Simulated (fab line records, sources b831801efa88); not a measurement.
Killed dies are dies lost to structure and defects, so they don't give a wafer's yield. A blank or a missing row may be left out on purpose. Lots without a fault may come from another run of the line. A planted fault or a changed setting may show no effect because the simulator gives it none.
fab line records | flow sky130
record lots=7 wafers=21 last_day=50
route steps=708 shown SONOS_ONO@186 GATE_OXIDE@187 PAD_OPEN@708
lots that met no fault: from a run of the same line without faults
start_h: hours from the record's first day to the start of the lot's first wafer shown | wait_h: hours since the lot's step before | " the same as in the row above | L1.1+2: a row that stands for several wafers | - no value, or no start given | * or withheld: withheld | < > ~ a bound
route shown NAME@n: a module of which the file shows steps, and the number in the route of the first | usual: mean/standard deviation of fault-free wafers | same: alike in all rows | chamber/n: place in a boat | sites: the reading at each site | _std_site: their standard deviation | _edge_site: outer sites' mean less inner sites' | radius_mm: how far each site lies from the wafer's centre | mask NAME#n: copy n | behind: the tool/chamber that last shaped the wafer | hold: why the lot was held/for how many hours/how that ended | device: the transistor (n, p or np) that didn't switch | end of line: the same wafers' tests at the end of the route | a step without rows: its recipe alone | killed: dies lost to structure and defects at the first sort, not the wafer's yield | map: a wafer's dies, x killed, . not, _ none there
set.NAME: the setting as run; set.NAME@STEP: as run at that earlier step | model.NAME: the simulator's own value behind a step, which no gauge read
lots at some steps of the route; a table a step, a row a wafer
services: from which hour (start_h, from the record's first day; less than 0 if before it) a tool's chamber was out of use, for how many hours, and why
## steps
# step SKY_SONOS_ONO_WET_ETCH_18
# recipe chemistry=H3PO4 target_depth_nm=15 target=Si3N4 temp_c=160 time_s=172
# step SKY_GATE_OXIDE_CLEAN_00
# recipe chemistry=SC1/SC2 mix=1:4:20 temp_c=70 time_s=150 dry=n2_spin
# step SKY_GATE_OXIDE_OXIDATION_01
# recipe temp_c=900 ambient=O2 stabilise_s=600 purge_s=300 target_thk_a=102.68 ox_time_s=1473
# step SKY_GATE_OXIDE_THK_MEAS_02
# recipe reads=SiO2_of_GATE_OXIDE_OXIDATION_01
# usual GATE_OXIDE_OXIDATION_00_THK=10.24/0.21
# columns lot.wafer tool chamber start_h wait_h GATE_OXIDE_OXIDATION_00_THK[nm]
L118.2 film_metro-02 - 289.41 0.0 10.17
L118.3 " - " " 9.96
L118.6 " - " " 10.04
L122.1 film_metro-01 - 320.69 0.0 10.30
L122.2 " - " " 10.33
L122.6 " - " " 10.44
L131.2 film_metro-04 - 398.88 0.0 10.19
L131.3 " - " " 10.24
L131.6 " - " " 10.17
L132.2 film_metro-02 - 410.84 0.0 10.20
L132.3 " - " " 10.30
L132.5 " - " " 10.28
L133.2 film_metro-02 - 414.84 0.0 10.68
L133.4 " - " " 10.56
L133.5 " - " " 10.68
L135.3 film_metro-01 - 434.30 0.0 10.20
L135.4 " - " " 10.46
L135.5 " - " " 10.37
L140.1 film_metro-02 - 487.15 0.0 10.18
L140.2 " - " " 10.34
L140.6 " - " " 10.27
# step SKY_GATE_OXIDE_DEHYDRATE_03
# recipe temp_c=200 time_s=60
# step SKY_GATE_OXIDE_HMDS_04
# recipe prime_time_s=60 prime_temp_c=120
# step SKY_GATE_OXIDE_COAT_05
# recipe resist=NOVOLAK spin_rpm=3000 resist_thk_nm=1140
# step SKY_GATE_OXIDE_SOFTBAKE_06
# recipe temp_c=90 time_s=60 resist=NOVOLAK
# step SKY_GATE_OXIDE_EXPOSE_07
# recipe mask_id=LVOM na=0.6 source_shape=conventional sigma_outer=0.6 polarization=unpolarized target_cd_nm=600 dose_mj=170
# step SKY_GATE_OXIDE_PEB_08
# recipe temp_c=withheld time_s=* resist=NOVOLAK
# step SKY_GATE_OXIDE_DEVELOP_09
# recipe resist=NOVOLAK developer=TMAH develop_time_s=60 dev_temp_c=23
# step SKY_GATE_OXIDE_OVL_MEAS_10
# usual GATE_OXIDE_OVL=0.5/1.5
# columns lot.wafer tool chamber start_h wait_h GATE_OXIDE_OVL[nm]
L118.2 overlay-02 - 314.73 0.1 1.9
L118.3 " - " " 0.6
L118.6 " - " " 0.4
L122.1 overlay-02 - 347.47 0.1 -0.9
L122.2 " - " " 0.6
L122.6 " - " " 0.2
L131.2 overlay-02 - 428.14 0.1 -0.8
L131.3 " - " " -1.4
L131.6 " - " " -0.9
L132.2 overlay-02 - 441.69 0.1 2.4
L132.3 " - " " 0.6
L132.5 " - " " 1.8
L133.2 overlay-01 - 444.79 0.1 1.9
L133.4 " - " " 2.7
L133.5 " - " " 1.9
L135.3 overlay-02 - 464.43 0.1 0.8
L135.4 " - " " -1.5
L135.5 " - " " 0.1
L140.1 overlay-01 - 517.54 0.1 -0.5
L140.2 " - " " -0.7
L140.6 " - " " -2.6
# step SKY_GATE_OXIDE_IMPLANT_11
# recipe species=B energy_kev=10 dose_cm2=2.6e+12 tilt_deg=withheld
# usual dose_ions_cm2=2.5998e+12/2.6e+09 faraday_current_uA=14.61/0.29
# columns lot.wafer tool chamber start_h wait_h dose_ions_cm2 faraday_current_uA
L118.2 implanter-04 0 314.78 0.0 2.6033e+12 14.83
L118.3 " 0 " " 2.6007e+12 14.95
L118.6 " 0 " " 2.6023e+12 15.08
L122.1 implanter-01 0 347.51 0.0 2.6031e+12 14.59
L122.2 " 0 " " 2.6004e+12 14.35
L122.6 " 0 " " 2.6052e+12 14.70
L131.2 implanter-01 0 428.20 0.0 1.7976e+12 9.98
L131.3 " 0 " " 1.7966e+12 9.90
L131.6 " 0 " " 1.8033e+12 9.89
L132.2 implanter-01 0 441.75 0.0 1.7965e+12 10.03
L132.3 " 0 " " 1.7997e+12 10.53
L132.5 " 0 " " 1.7984e+12 10.03
L133.2 implanter-01 0 444.85 0.0 1.8043e+12 9.94
L133.4 " 0 " " 1.7988e+12 9.98
L133.5 " 0 " " 1.7976e+12 9.90
L135.3 implanter-04 0 464.51 0.1 2.5972e+12 14.53
L135.4 " 0 " " 2.598e+12 14.80
L135.5 " 0 " " 2.5994e+12 14.45
L140.1 implanter-01 0 517.57 0.0 2.5983e+12 14.91
L140.2 " 0 " " 2.5969e+12 14.45
L140.6 " 0 " " 2.6011e+12 14.43
# step SKY_GATE_OXIDE_WET_ETCH_12
# recipe chemistry=dHF target_depth_nm=16.8 dry=n2_spin target=SiO2 dilution=100:1 temp_c=25 time_s=336
# step SKY_GATE_OXIDE_STRIP_13
# recipe chemistry=O2/N2 power_w=1400 pressure_mtorr=1500 platen_temp_c=withheld o2_flow_sccm=3000 n2_flow_sccm=300 overash_fraction=0.5
# usual drypump_motor_current_A=5.4/0.35 o2_flow_sccm=3000/9.5 oes_product_au=0.715/0.0048 strip_time_to_endpoint_s=14.17/0.047
# columns lot.wafer tool chamber start_h wait_h drypump_motor_current_A o2_flow_sccm oes_product_au rf_hours_counter_h strip_time_to_endpoint_s
L118.2 plasma_asher-01 1 315.01 0.0 5.9 3001 0.713 19 14.19
L118.3 " 0 " " 6.1 2989 0.714 - 14.24
L118.6 " 1 " " 5.9 3009 0.708 - 14.24
L122.1 plasma_asher-02 1 347.76 0.0 5.4 3015 0.706 66 14.17
L122.2 " 0 " " 5.3 3004 0.721 66 14.11
L122.6 " 0 " " 5.3 2994 0.707 - 14.18
L131.2 plasma_asher-04 0 428.43 0.0 5.4 3000 0.718 60 14.18
L131.3 " 1 " " 4.9 3000 0.722 - 14.14
L131.6 " 0 " " 5.4 2991 0.721 - 14.14
L132.2 plasma_asher-04 1 441.98 0.0 4.9 2999 0.720 62 14.15
L132.3 " 0 " " 5.5 2993 0.722 - 14.19
L132.5 " 1 " " 4.9 3004 0.723 - 14.17
L133.2 plasma_asher-04 1 445.08 0.0 5.0 3012 0.716 62 14.23
L133.4 " 1 " " 5.0 3000 0.715 - 14.21
L133.5 " 0 " " 5.4 3010 0.722 - 14.16
L135.3 plasma_asher-02 1 464.74 0.0 5.4 2994 0.715 - 14.21
L135.4 " 0 " " 5.3 3009 0.712 - 14.23
L135.5 " 1 " " 5.4 2993 0.721 - 14.16
L140.1 plasma_asher-04 0 517.82 0.0 5.4 3000 0.714 70 14.14
L140.2 " 1 " " 5.0 2998 0.720 70 14.15
L140.6 " 0 " " 5.4 2999 0.719 - 14.15
# step SKY_GATE_OXIDE_TW_MEAS_14
# usual GATE_OXIDE_TW=221.9/2
# columns lot.wafer tool chamber start_h wait_h hold GATE_OXIDE_TW
L118.2 film_metro-01 - 315.12 0.1 - 224.2
L118.3 " - " " - 224.4
L118.6 " - " " - 224.2
L122.1 film_metro-04 - 347.86 0.1 - 223.4
L122.2 " - " " - 223.0
L122.6 " - " " - 222.1
L131.2 film_metro-02 - 428.54 0.1 await_dispo/0.2h/release 197.4
L131.3 " - " " await_dispo/0.2h/release 198.1
L131.6 " - " " await_dispo/0.2h/release 197.3
L131.2 film_metro-02 - 428.76 0.2 - 198.2
L131.3 " - " " - 198.1
L131.6 " - " " - 197.5
L132.2 film_metro-01 - 442.09 0.1 await_dispo/0.2h/release 200.0
L132.3 " - " " await_dispo/0.2h/release 202.3
L132.5 " - " " await_dispo/0.2h/release 199.2
L132.2 film_metro-01 - 442.31 0.2 - 199.4
L132.3 " - " " - 200.6
L132.5 " - " " - 200.1
L133.2 film_metro-02 - 445.19 0.1 await_dispo/0.2h/release 197.5
L133.4 " - " " await_dispo/0.2h/release 197.9
L133.5 " - " " await_dispo/0.2h/release 198.9
L133.2 film_metro-02 - 445.42 0.2 - 198.5
L133.4 " - " " - 198.1
L133.5 " - " " - 196.8
L135.3 film_metro-01 - 464.83 0.1 - 223.4
L135.4 " - " " - 221.7
L135.5 " - " " - 222.0
L140.1 film_metro-01 - 517.92 0.1 - 223.2
L140.2 " - " " - 223.7
L140.6 " - " " - 223.2
# step SKY_PAD_OPEN_PROBE_99
# usual killed_at_M0_to_M3=43/7.2 killed_at_M4_up=3.0/1.7 killed_at_contacts=24/5.3 killed_at_front_end=15/4.6 killed_at_other=0.3/0.5 killed_dies=85/10 killed_open=46/7.2 killed_short=39/6.4
# same gross_dies=492 killed_at_back_side=0
# columns lot.wafer tool chamber start_h wait_h hold killed_at_M0_to_M3 killed_at_M4_up killed_at_contacts killed_at_front_end killed_at_other killed_dies killed_open killed_short model.etest.tip_p.rs_ohm_sq model.etest.pfet_01v8.r_on_ohm_um model.etest.nfet_01v8_lvt.drive_ua_um model.etest.nfet_01v8.drive_ua_um model.etest.nfet_01v8_turned.drive_ua_um model.etest.nfet_01v8_swapped.drive_ua_um model.etest.sram_nfet_pass.drive_ua_um model.etest.nfet_01v8.r_on_ohm_um
L118.2 prober-01 - 1083.80 0.1 - 39 6 26 9 1 81 39 42 6811 2919 576.4 506.7 501.9 504.6 481.5 831.9
L118.3 prober-01 - 1083.85 0.2 - 39 2 21 12 0 74 40 34 6822 2900 576.7 505.9 505.8 504.8 498.9 832.5
L118.6 prober-01 - 1084.00 0.2 - 52 1 21 11 0 85 48 37 6773 2888 592.9 519.7 522.7 520.9 504.1 812.6
L122.1 prober-01 - 1106.09 0.1 - 47 0 23 18 0 88 47 41 6944 2982 574.7 500.8 506.2 501.7 483.5 831.4
L122.2 prober-01 - 1106.14 0.1 - 50 2 27 17 1 97 51 46 6918 2887 581.6 509.8 512.3 507.8 494.9 806.9
L122.6 prober-01 - 1106.34 0.2 - 32 5 30 18 0 85 49 36 6882 2855 575.5 505.9 504.8 506.1 493.2 808.5
L131.2 prober-02 - 1157.29 0.1 await_dispo/11.5h/release 44 3 22 21 0 90 46 44 7092 3065 621.5 546.3 545.9 546.9 530.2 792.2
L131.3 prober-02 - 1157.34 0.2 await_dispo/11.5h/release 45 2 24 18 0 89 37 52 7144 3091 620.1 539.5 542.8 544.5 527 794.2
L131.6 prober-02 - 1157.49 0.2 await_dispo/11.5h/release 48 2 25 14 1 90 50 40 7169 3127 613 535.5 534.8 540.7 520.8 804.5
L132.2 prober-01 - 1167.68 0.1 await_dispo/2.7h/release 39 2 9 10 0 60 40 20 7443 3178 631.4 552.6 550.5 548.1 543 791.9
L132.3 prober-01 - 1167.73 0.2 await_dispo/2.7h/release 38 3 22 21 1 85 45 40 7442 3179 628.4 551 557.2 557 546.3 790.3
L132.5 prober-01 - 1167.83 0.2 await_dispo/2.7h/release 40 1 19 18 1 79 47 32 7528 3213 619 547.9 539.1 544.9 529.5 804.8
L133.2 prober-02 - 1169.63 0.1 await_dispo/5.4h/release 42 4 22 16 0 84 40 44 7289 3162 615.8 535.9 537.7 537.4 529.1 803.2
L133.4 prober-02 - 1169.73 0.2 await_dispo/5.4h/release 49 2 23 8 0 82 52 30 7193 3147 612 529.7 531.1 531.5 519 800.8
L133.5 prober-02 - 1169.78 0.2 await_dispo/5.4h/release 49 2 26 10 1 88 53 35 7268 3126 605 527.4 530.4 532.6 523.6 797.7
L135.3 prober-02 - 1179.33 0.2 - 48 3 26 13 0 90 43 47 6936 2909 567 497.1 498.8 499.6 467.5 842
L135.4 prober-02 - 1179.38 0.2 - 53 5 32 12 0 102 55 47 6973 2893 575.5 500.7 502.3 505 490.6 838.7
L135.5 prober-02 - 1179.43 0.2 - 40 6 28 10 0 84 46 38 6938 2816 585.3 505.9 509.3 515.2 484.7 823.4
L140.1 prober-01 - 1207.35 0.1 - 40 4 32 14 0 90 57 33 6909 2941 571.8 501.6 508.1 500.6 501.5 835.3
L140.2 prober-01 - 1207.40 0.1 - 35 0 27 17 1 80 51 29 6916 2868 556.5 488.3 494.6 489.4 480.2 845.7
L140.6 prober-01 - 1207.60 0.2 - 46 4 27 10 0 87 43 44 6884 2967 566.2 490.1 500.5 493.2 488.6 847.6
# killed by level:class
L118.2 METAL4:geometric_particle:short=6 CONTACT:geometric_particle:open=6 VIA1:geometric_particle:open=6 VIA2:geometric_particle:open=6 LI_CONTACT:geometric_particle:open=5 LI_CONTACT:geometric_particle:short=5 METAL1:geometric_particle:short=5 VIA3:geometric_particle:open=5
L118.3 VIA3:geometric_particle:open=8 VIA2:geometric_particle:open=6 LI_CONTACT:geometric_particle:open=5 VIA1:geometric_particle:open=5 METAL1:geometric_particle:short=5 VIA3:geometric_particle:short=5 LOCAL_INTERCONNECT:geometric_particle:short=4 CONTACT:geometric_particle:open=4
L118.6 VIA2:geometric_particle:open=10 VIA3:geometric_particle:open=9 VIA1:geometric_particle:open=9 METAL1:geometric_particle:short=7 METAL2:geometric_particle:short=5 CONTACT:geometric_particle:open=5 CONTACT:geometric_particle:short=5 LI_CONTACT:geometric_particle:open=4
L122.1 VIA1:geometric_particle:open=15 FIELD_ISO:geometric_particle:short=6 LI_CONTACT:geometric_particle:open=6 VIA2:geometric_particle:open=6 CONTACT:geometric_particle:open=6 METAL1:geometric_particle:short=5 VIA3:geometric_particle:short=5 FIELD_ISO:geometric_particle:open=4
L122.2 CONTACT:geometric_particle:open=12 VIA1:geometric_particle:open=9 LI_CONTACT:geometric_particle:open=8 METAL2:geometric_particle:short=7 VIA3:geometric_particle:open=7 POLY_GATE:geometric_particle:short=6 METAL1:geometric_particle:short=6 FIELD_ISO:geometric_particle:short=5
L122.6 VIA1:geometric_particle:open=12 LI_CONTACT:geometric_particle:open=9 CONTACT:geometric_particle:open=7 LOCAL_INTERCONNECT:geometric_particle:short=7 FIELD_ISO:geometric_particle:short=6 METAL4:geometric_particle:short=5 FIELD_ISO:geometric_particle:open=4 POLY_GATE:geometric_particle:open=4
L131.2 LI_CONTACT:geometric_particle:open=10 VIA1:geometric_particle:open=9 METAL1:geometric_particle:short=8 FIELD_ISO:geometric_particle:short=7 FIELD_ISO:geometric_particle:open=5 VIA2:geometric_particle:open=5 LOCAL_INTERCONNECT:geometric_particle:short=5 VIA2:geometric_particle:short=5
L131.3 METAL2:geometric_particle:short=12 CONTACT:geometric_particle:open=11 VIA3:geometric_particle:open=7 VIA3:geometric_particle:short=6 METAL1:geometric_particle:short=5 FIELD_ISO:geometric_particle:open=4 FIELD_ISO:geometric_particle:short=4 LI_CONTACT:geometric_particle:open=4
L131.6 CONTACT:geometric_particle:open=11 VIA1:geometric_particle:open=10 METAL2:geometric_particle:short=9 VIA2:geometric_particle:open=7 LI_CONTACT:geometric_particle:open=6 METAL3:geometric_particle:short=6 POLY_GATE:geometric_particle:short=4 VIA3:geometric_particle:short=4
L132.2 VIA1:geometric_particle:open=14 VIA2:geometric_particle:open=7 VIA1:geometric_particle:short=7 FIELD_ISO:geometric_particle:open=4 VIA3:geometric_particle:open=4 LI_CONTACT:geometric_particle:open=3 SPACER:geometric_particle:open=2 CONTACT:geometric_particle:open=2
L132.3 LI_CONTACT:geometric_particle:open=9 VIA1:geometric_particle:open=8 METAL1:geometric_particle:short=7 FIELD_ISO:geometric_particle:open=6 FIELD_ISO:geometric_particle:short=6 LOCAL_INTERCONNECT:geometric_particle:short=5 CONTACT:geometric_particle:open=5 METAL2:geometric_particle:short=5
L132.5 VIA1:geometric_particle:open=8 FIELD_ISO:geometric_particle:open=7 VIA3:geometric_particle:open=7 VIA2:geometric_particle:open=6 LI_CONTACT:geometric_particle:open=5 VIA1:geometric_particle:short=5 CONTACT:geometric_particle:open=4 METAL1:geometric_particle:short=4
L133.2 VIA1:geometric_particle:open=10 CONTACT:geometric_particle:open=8 METAL1:geometric_particle:short=7 LOCAL_INTERCONNECT:geometric_particle:short=6 METAL2:geometric_particle:short=6 VIA2:geometric_particle:open=6 FIELD_ISO:geometric_particle:short=4 LI_CONTACT:geometric_particle:open=4
L133.4 VIA1:geometric_particle:open=15 VIA2:geometric_particle:open=9 LI_CONTACT:geometric_particle:open=8 CONTACT:geometric_particle:open=7 CONTACT:geometric_particle:short=5 VIA1:geometric_particle:short=5 METAL2:geometric_particle:short=5 POLY_GATE:geometric_particle:short=3
L133.5 LI_CONTACT:geometric_particle:open=12 VIA1:geometric_particle:open=11 VIA3:geometric_particle:open=10 CONTACT:geometric_particle:open=8 VIA1:geometric_particle:short=8 METAL1:geometric_particle:short=4 METAL2:geometric_particle:short=4 FIELD_ISO:geometric_particle:open=3
L135.3 CONTACT:geometric_particle:open=12 VIA1:geometric_particle:open=11 FIELD_ISO:geometric_particle:short=7 CONTACT:geometric_particle:short=7 METAL3:geometric_particle:short=7 VIA2:geometric_particle:open=6 METAL2:geometric_particle:short=6 VIA3:geometric_particle:open=6
L135.4 METAL2:geometric_particle:short=12 LI_CONTACT:geometric_particle:open=11 VIA1:geometric_particle:open=11 VIA2:geometric_particle:open=7 CONTACT:geometric_particle:short=7 CONTACT:geometric_particle:open=7 VIA3:geometric_particle:open=7 VIA1:geometric_particle:short=5
L135.5 VIA1:geometric_particle:open=11 LI_CONTACT:geometric_particle:open=9 LOCAL_INTERCONNECT:geometric_particle:short=8 CONTACT:geometric_particle:open=8 VIA3:geometric_particle:open=7 METAL2:geometric_particle:short=5 METAL1:geometric_particle:short=5 VIA3:geometric_particle:short=4
L140.1 CONTACT:geometric_particle:open=14 VIA1:geometric_particle:open=10 LI_CONTACT:geometric_particle:open=10 VIA2:geometric_particle:open=9 METAL1:geometric_particle:short=6 CONTACT:geometric_particle:short=5 VIA3:geometric_particle:open=5 FIELD_ISO:geometric_particle:open=4
L140.2 VIA1:geometric_particle:open=13 CONTACT:geometric_particle:open=9 LI_CONTACT:geometric_particle:open=8 POLY_GATE:geometric_particle:open=6 VIA2:geometric_particle:open=6 CONTACT:geometric_particle:short=5 VIA1:geometric_particle:short=4 FIELD_ISO:geometric_particle:open=3
L140.6 CONTACT:geometric_particle:open=8 METAL1:geometric_particle:short=8 LI_CONTACT:geometric_particle:open=6 METAL2:geometric_particle:short=6 CONTACT:geometric_particle:short=5 METAL1:geometric_particle:open=5 VIA3:geometric_particle:open=5 LI_CONTACT:geometric_particle:short=4
# map L131.2 (x killed, . not)
__________.....x..x._________
________.............._______
______.....xx.....x...x._____
_____.....x.....x..xxx.x.____
____.....xx..xx.........xx___
___.......x...............x__
__.x.x........x............._
_..x...........x.x..x........
_.xx....x....xxx..........x..
_x..............xx...x.......
_.x.........x.........x.x....
_.......xx..x...........x.x..
_.x.......x.xx.......xx...x..
_..x....xx....x.xx..xx.....x.
_......xx..x..x.........x....
__x..x...x...x..x......x...x_
___..x.....................__
____x......x...x..........___
_____...xx.x............x____
______..x.......x......._____
________....x.......xx_______
__________..x.x....._________
# map L132.3 (x killed, . not)
__________...x......_________
________....xxx.x....._______
______.......x.........._____
_____....x..x............____
____......x.x....x.......x___
___...xx.x.x...x...x.....xx__
__..x.x.........xx...x....x._
_.x......x....xx.xx..x.x.....
_.................x........x.
_....x.......................
_.....x.x..x....x..x.........
_...................x....x...
_x.x.......x.....x........x..
_x........x.x.xx...x.....x...
_..........x....x......x.....
__x....x...x.x...........x.._
___.......x..x.........x...__
____.......x........x...x.___
_____......x...x....x....____
______.x.xxxx.x......x.._____
________..x.x.x.x.x..._______
__________.........._________
## services
# columns tool chamber start_h hours kind
implanter-01 - 317.03 1.1 repair
plasma_asher-01 - 317.86 0.7 repair
plasma_asher-04 - 319.39 3.2 repair
implanter-01 - 389.87 5.1 pm
plasma_asher-04 - 392.91 1.9 repair
plasma_asher-01 - 399.86 0.5 repair
plasma_asher-04 - 415.36 4.1 repair
plasma_asher-02 - 427.39 11.1 repair
implanter-01 - 428.88 0.7 repair
implanter-01 - 431.14 4.7 repair
implanter-04 - 500.36 0.7 repair
implanter-04 - 516.11 5.6 pm
## key
first_sign step=SKY_GATE_OXIDE_IMPLANT_11 reading=dose_ions_cm2 direction=down sigmas=99+ usual=* struck=*
effect step=SKY_GATE_OXIDE_IMPLANT_11 reading=faraday_current_uA direction=down sigmas=16 usual=14.61 struck=10.02
effect step=SKY_GATE_OXIDE_TW_MEAS_14 reading=visit direction=added
effect step=SKY_GATE_OXIDE_TW_MEAS_14 reading=GATE_OXIDE_TW direction=down sigmas=12 usual=221.9 struck=198.7
effect step=SKY_PAD_OPEN_PROBE_99 reading=hold direction=added
model_effect step=SKY_PAD_OPEN_PROBE_99 value=etest.tip_p.rs_ohm_sq without=6896 struck=7285
met_at SKY_GATE_OXIDE_IMPLANT_11
struck_wafers L131.2,L131.3,L131.6,L132.2,L132.3,L132.5,L133.2,L133.4,L133.5
tester_left_out L131,L132,L133
onset_between 347.51 428.20
fault kind=process_parameter_drift tool=implanter-01 chamber=- onset_h=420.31 steps=SKY_GATE_OXIDE_IMPLANT_11 channel=dose_cm2 offset=* shape=step end_h=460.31 acts_in=* stated=*
# tester_left_out: of these lots the tester's yield and bins aren't shown, on N5 and GAA mostly nor the transistor test; their killed dies are dies lost to structure and defects alone, not to doping, threshold or leakage, so they don't give the yield
